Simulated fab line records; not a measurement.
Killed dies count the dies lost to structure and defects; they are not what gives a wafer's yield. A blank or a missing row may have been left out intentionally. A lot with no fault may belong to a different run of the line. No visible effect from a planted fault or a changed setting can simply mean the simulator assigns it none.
The tool behind it: which one? :: flow sfq line :: 11 lots, 33 wafers sampled, at 2 steps of a route of 325

WHAT EACH GAUGE READ, for each wafer
SFQ_M2_RS_MEAS_914: measurement is done with a four-point probe.
lot: L907
measured: day 25 20:35
on: film metro-01
M2_NB_RS (ohm/sq): 0.885 0.881 0.879

lot: L908
measured: day 25 22:19
on: film metro-01
M2_NB_RS (ohm/sq): 0.887 0.898 0.880

lot: L911
measured: day 27 09:16
on: film metro-04
M2_NB_RS (ohm/sq): 0.904 0.880 0.895

lot: L916
measured: day 29 04:45
on: film metro-03
M2_NB_RS (ohm/sq): 0.886 0.871 1.067

lot: L918
measured: day 29 23:53
on: film metro-04
M2_NB_RS (ohm/sq): 0.893 0.903 0.883

lot: L921
measured: day 31 07:47
on: film metro-03
M2_NB_RS (ohm/sq): 0.911 0.897 0.907

lot: L923
measured: day 31 22:14
on: film metro-03
M2_NB_RS (ohm/sq): 0.901 0.899 0.897

lot: L924
measured: day 32 05:22
on: film metro-03
M2_NB_RS (ohm/sq): 0.895 0.905 0.907

lot: L925
measured: day 34 03:00
on: film metro-01
M2_NB_RS (ohm/sq): 0.899 0.878 0.886

lot: L928
measured: day 40 01:04
on: film metro-03
M2_NB_RS (ohm/sq): 0.895 0.902 0.889

lot: L929
measured: day 40 10:38
on: film metro-01
M2_NB_RS (ohm/sq): 0.874 0.894 0.873

EACH LOT AND THE TOOL THAT RAN IT (in order: tool; ch and the chambers of the sampled wafers; start)
lot: L907
SFQ_TRILAYER_M2_DEP_SPUTTER_055: pvd sputter-04, day 25 20:26

lot: L908
SFQ_TRILAYER_M2_DEP_SPUTTER_055: pvd sputter-03, day 25 22:14

lot: L911
SFQ_TRILAYER_M2_DEP_SPUTTER_055: pvd sputter-06, day 27 09:10

lot: L916
SFQ_TRILAYER_M2_DEP_SPUTTER_055: pvd sputter-06, day 29 04:36

lot: L918
SFQ_TRILAYER_M2_DEP_SPUTTER_055: pvd sputter-03, day 29 23:48

lot: L921
SFQ_TRILAYER_M2_DEP_SPUTTER_055: pvd sputter-03, day 31 07:40

lot: L923
SFQ_TRILAYER_M2_DEP_SPUTTER_055: pvd sputter-04, day 31 22:09

lot: L924
SFQ_TRILAYER_M2_DEP_SPUTTER_055: pvd sputter-03, day 32 05:16

lot: L925
SFQ_TRILAYER_M2_DEP_SPUTTER_055: pvd sputter-03, day 34 02:52

lot: L928
SFQ_TRILAYER_M2_DEP_SPUTTER_055: pvd sputter-04, day 40 00:56

lot: L929
SFQ_TRILAYER_M2_DEP_SPUTTER_055: pvd sputter-04, day 40 10:32
- SFQ_TRILAYER_M2_DEP_SPUTTER_055: material Nb, target thk 200 nm, time 133.3 s.

THE ANSWER, worked out from the rows above alone
Rule: usual is defined by the lots themselves. The widest of any qualifying gaps counts: lots, ordered by their means at a reading, are off when they make up no more than a third of the lots, leave a main group of 4 or more, and stand apart from it by 3 or more times the standard deviation of that group's means. The tables above print the reading to a certain number of digits; a main group whose means all agree to those digits is not used. Also off: a lot with no number at a reading for which 4 or more lots have one. The other lots that the step has rows for count as sound.
Off: L916, seen at SFQ_M2_RS_MEAS_914 (M2_NB_RS). For the main group the mean is 0.893 ohm/sq and the standard deviation 0.0078.
A tool fits if, at a process step before that reading, it ran every lot that is off, and no sound lot after the first of them. Gauges at SFQ_M2_RS_MEAS_914: tried the same way as those tools. One candidate fits, namely pvd sputter-06 at SFQ_TRILAYER_M2_DEP_SPUTTER_055. Its last sound lot is L911 (day 27 09:10), its first lot that is off L916 (day 29 04:36): a fault that began between those two fits.

WHAT THE SIMULATOR HAD PUT IN
Site profile drift: pvd sputter-06, from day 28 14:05 on, at SFQ_TRILAYER_M2_DEP_SPUTTER_055. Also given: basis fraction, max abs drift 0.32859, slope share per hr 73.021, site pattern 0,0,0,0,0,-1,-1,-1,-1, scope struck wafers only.
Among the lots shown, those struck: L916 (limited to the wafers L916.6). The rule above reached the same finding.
